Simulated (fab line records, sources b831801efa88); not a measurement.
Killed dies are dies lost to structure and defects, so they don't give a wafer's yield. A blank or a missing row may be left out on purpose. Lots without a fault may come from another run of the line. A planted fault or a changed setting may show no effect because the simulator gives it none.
A struck lot beside a sound one | flow sky130 | 33 steps out of a route of 708
Sound: wafers L202.3, L202.4, L202.6. Struck: wafers L213.1, L213.2, L213.3. The cause comes at the end.
At each step with rows: each side's tool, then ch and its chambers, then its first start. Under that, the readings that differ: sound wafers | struck wafers | difference of the means | sigmas: that difference in standard deviations of wafers without a fault.
alike: readings whose means differ by less than 2 such deviations, and words and numbers that are the same on both sides. not compared: withheld readings, readings that some wafer has no value for, bounds like >300 that may hide the same value, and numbers for which the record gives no deviation and whose values overlap.
The two part at a step that has a row with sigmas, a row that says differs or no value, or rows on one side only. Numbers that don't overlap but have no deviation are shown without sigmas and don't part them. A reading that every wafer of one side lacks parts them only if that side has two wafers or more.

first, 4 steps without rows for these wafers: SKY_LOCAL_INTERCONNECT_SOFTBAKE_07 (time 90 s); SKY_LOCAL_INTERCONNECT_EXPOSE_08 (exposes mask LI1M, target cd 170 nm); SKY_LOCAL_INTERCONNECT_PEB_09; SKY_LOCAL_INTERCONNECT_DEVELOP_10 (develop time 60 s).
SKY_LOCAL_INTERCONNECT_CD_MEAS_11: target cd 170 nm.
  sound on cd_sem-01, day 31 11:15; struck on cd_sem-02, day 35 08:25
  alike: cd_nm
SKY_LOCAL_INTERCONNECT_OVL_MEAS_12:
  sound on overlay-02, day 31 11:20; struck on overlay-02, day 35 08:32
  alike: LOCAL_INTERCONNECT_OVL
then, 1 step without rows for these wafers: SKY_LOCAL_INTERCONNECT_ETCH_13 (etches BARC in N2/H2, stops on SiO2, time 45.9 s, target depth 60 nm).
SKY_LOCAL_INTERCONNECT_METAL_ETCH_14: etches TiN in Cl2/BCl3, stops on PSG, target depth 110 nm, time 31.4 s.
  sound on rie_metal-04 ch 0,1, day 31 11:27; struck on rie_metal-02 ch 0,1, day 35 08:38
  reading                     | sound       | struck      | difference | sigmas
  drypump_motor_current_A (A) | 5.9 5.1 5.1 | 6.0 6.5 6.6 | +1.0       | +2
  alike: oes_product_au, throttle_valve_pct
  not compared: rf_hours_counter_h
SKY_LOCAL_INTERCONNECT_STRIP_15: strips in O2/N2.
  sound on plasma_asher-01 ch 0,1, day 31 11:31; struck on plasma_asher-01 ch 0,1, day 35 08:41
  alike: drypump_motor_current_A, oes_product_au, strip_time_to_endpoint_s
  not compared: rf_hours_counter_h
then, 3 steps without rows for these wafers: SKY_LOCAL_INTERCONNECT_STRIP_16 (strips in post etch residue remover, time 1200 s); SKY_LOCAL_INTERCONNECT_CLEAN_17 (cleans in IPA, time 180 s); SKY_LOCAL_INTERCONNECT_CLEAN_18 (cleans in O3/DIW).
SKY_CONTACT_CVD_00: deposits Si3N4, target thk 75 nm.
  sound on pecvd-02 ch 0,2, day 31 12:10; struck on pecvd-04 ch 0,1,2, day 35 09:16
  reading                                   | sound             | struck            | difference | sigmas
  rf_fwd_power_W (W)                        | 446.4 445.8 446.2 | 513.6 513.8 515.8 | +68.3      | +38
  model.Si3N4_of_CONTACT_CVD_00.thk_nm (nm) | 75.13 75.14 75.49 | 78.54 79.04 77.13 | +2.98      |
  alike: heater_power_w
SKY_CONTACT_THK_MEAS_01:
  sound on film_metro-03, day 31 12:13; struck on film_metro-04, day 35 09:19
  reading                 | sound          | struck         | difference | sigmas
  CONTACT_CVD_00_THK (nm) | 75.1 75.1 75.5 | 78.6 79.1 77.2 | +3.1       | +3
then, 1 step without rows for these wafers: SKY_CONTACT_HDPCVD_02 (deposits SiO2, target thk 565 nm, time 94.2 s).
SKY_CONTACT_THK_MEAS_03:
  sound on film_metro-04, day 31 12:20; struck on film_metro-03, day 35 09:26
  alike: CONTACT_HDPCVD_THK
then, 1 step without rows for these wafers: SKY_CONTACT_CMP_04 (polishes SiO2).
SKY_CONTACT_BOW_MEAS_05:
  sound on film_metro-03, day 31 12:43; struck on film_metro-04, day 35 09:48
  reading          | sound    | struck   | difference | sigmas
  CONTACT_BOW (um) | 86 95 94 | 78 73 68 | -19        | -3
then, 8 steps without rows for these wafers: SKY_CONTACT_DEHYDRATE_06 (time 60 s); SKY_CONTACT_HMDS_07 (prime time 60 s); SKY_CONTACT_COAT_08 (resist thk 60 nm); SKY_CONTACT_COAT_09 (resist thk 450 nm); SKY_CONTACT_SOFTBAKE_10 (time 90 s); SKY_CONTACT_EXPOSE_11 (exposes mask CTM1, target cd 170 nm); SKY_CONTACT_PEB_12; SKY_CONTACT_DEVELOP_13 (develop time 60 s).
SKY_CONTACT_CD_MEAS_14: target cd 170 nm.
  sound on cd_sem-01, day 32 16:57; struck on cd_sem-02, day 36 12:22
  alike: cd_nm
SKY_CONTACT_OVL_MEAS_15:
  sound on overlay-02, day 32 17:02; struck on overlay-02, day 36 12:29
  alike: CONTACT_OVL
SKY_CONTACT_ETCH_16: etches BARC in N2/H2, stops on SiO2, time 45.9 s, target depth 60 nm.
  sound on rie_diel-01 ch 1,2, day 32 17:04; struck on rie_diel-01 ch 0,1,2, day 36 12:31
  alike: drypump_motor_current_A, oes_product_au, throttle_valve_pct
  not compared: rf_hours_counter_h
SKY_CONTACT_ETCH_17: etches SiO2 in C4F8/O2/Ar, stops on Si3N4, target depth 340 nm.
  sound on rie_diel-01 ch 1,2, day 32 17:07; struck on rie_diel-01 ch 0,1,2, day 36 12:34
  alike: oes_product_au
SKY_CONTACT_ETCH_18: etches Si3N4 in CHF3/O2, stops on TiN, time 39 s, target depth 75 nm.
  sound on rie_diel-01 ch 1,2; struck on rie_diel-01 ch 0,1,2
  reading                  | sound             | struck            | difference | sigmas
  oes_product_au (a.u.)    | 0.849 0.862 0.854 | 0.875 0.887 0.871 | +0.023     | +3
  model.etch.depth_nm (nm) | 75.13 75.14 75.49 | 78.54 79.04 77.13 | +2.98      |
  alike: drypump_motor_current_A, throttle_valve_pct
  not compared: rf_hours_counter_h
SKY_CONTACT_STRIP_19: strips in O2/N2.
  sound on plasma_asher-02 ch 0,1, day 32 17:14; struck on plasma_asher-04 ch 0,1, day 36 12:39
  alike: drypump_motor_current_A, oes_product_au, strip_time_to_endpoint_s
  not compared: rf_hours_counter_h
-- the record jumps here: 13 days lie between the struck wafers' starts before and after (it left off in module CONTACT and takes up again in module PAD_OPEN, whose first step shown is number 708 of the route) --
SKY_PAD_OPEN_PROBE_99:
  sound on prober-01, day 46 17:40; struck on prober-02, day 49 09:53
  reading             | sound    | struck   | difference | sigmas
  killed_at_front_end | 13 15 17 | 27 23 24 | +10        | +2
  alike: killed_at_M0_to_M3, killed_at_M4_up, killed_at_contacts, killed_at_other, killed_dies, killed_on_rim, killed_open, killed_short

WHERE THEY PART
First at SKY_LOCAL_INTERCONNECT_METAL_ETCH_14; last, within this record, at SKY_PAD_OPEN_PROBE_99.

WHY: what the simulator had put in
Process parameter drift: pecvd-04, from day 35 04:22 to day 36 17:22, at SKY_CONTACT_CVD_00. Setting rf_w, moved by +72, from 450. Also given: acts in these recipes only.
